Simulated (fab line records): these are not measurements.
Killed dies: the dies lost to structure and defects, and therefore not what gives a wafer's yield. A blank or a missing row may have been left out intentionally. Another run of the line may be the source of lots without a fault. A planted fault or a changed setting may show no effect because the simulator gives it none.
A struck lot beside a sound one :: flow sky130 :: 14 out of 708 route steps
Sound: the wafers L266.1, L266.4, L266.5. Wafers struck: L262.3, L262.5, L262.6. The cause is named last.
For every step that has rows: the tool of each side, followed by ch and its chambers, followed by its first start. Under that, the readings that differ: sound wafers :: struck wafers :: difference of the means :: sigmas: that difference in standard deviations of wafers without a fault.
alike: readings whose means differ by less than 2 such deviations, and words and numbers that are the same on both sides. not compared: withheld readings, readings that some wafer has no value for, bounds like >300 that may hide the same value, and numbers for which the record gives no deviation and whose values overlap.
A row with sigmas, a row that says differs or no value, or rows on one side alone: a step with any of these is where the two part. Numbers that have no deviation but don't overlap get no sigmas and don't part them. A reading missing from all wafers of one side parts the sides only when that side holds two or more wafers.

SKY_CAP2M_OVL_MEAS_12:
  struck on overlay-01, day 44 00:28; sound on overlay-01, day 44 18:39
  alike: CAP2M_OVL
SKY_CAP2M_METAL_ETCH_13: etches TiN in Cl2/BCl3, stops on SiO2, target depth 220 nm, time 62.9 s.
  sound on rieMetal-02 ch 0,1, day 44 18:41; struck on rieMetal-01 ch 0,1, day 44 00:31
reading: drypumpMotorCurrentA (A)
sound: 5.70 5.69 5.59
struck: 6.23 6.24 6.42
difference: +0.64
sigmas: +2
  alike: oesProductAu, throttleValvePct
  not compared: rfHoursCounterH
SKY_CAP2M_STRIP_14: strips in O2/N2.
  sound on plasmaAsher-04 ch 0,1, day 44 18:47; struck on plasmaAsher-01 ch 0,1, day 44 00:35
  alike: drypumpMotorCurrentA, oesProductAu, stripTimeToEndpointS
  not compared: rfHoursCounterH
then, 9 steps without rows for these wafers: SKY_CAP2M_STRIP_15 (strips in post etch residue remover, time 1200 s); SKY_CAP2M_CLEAN_16 (cleans in IPA, time 180 s); SKY_CAP2M_CLEAN_17 (cleans in O3/DIW); SKY_METAL4_DEHYDRATE_05 (time 60 s); SKY_METAL4_HMDS_06 (prime time 60 s); SKY_METAL4_COAT_07 (resist thk 60 nm); SKY_METAL4_COAT_08 (resist thk 1140 nm); SKY_METAL4_SOFTBAKE_09 (time 90 s); SKY_METAL4_EXPOSE_10 (exposes mask MM4, target cd 300 nm).
SKY_METAL4_PEB_11:
  struck on lithoTrack-04, day 44 22:00; sound on lithoTrack-03 ch 0, day 45 16:00
reading: exhaustPa (Pa)
sound: 43.9 45.2 46.4
struck: - - -
difference: no value on the struck wafers
sigmas: 
  not compared: chillPlateTempC, resistLineTempC
then, 1 step without rows for these wafers: SKY_METAL4_DEVELOP_12 (develop time 60 s).

WHERE THEY PART
First at SKY_CAP2M_METAL_ETCH_13; last, within this record, at SKY_METAL4_PEB_11.

WHY: what had been put in by the simulator
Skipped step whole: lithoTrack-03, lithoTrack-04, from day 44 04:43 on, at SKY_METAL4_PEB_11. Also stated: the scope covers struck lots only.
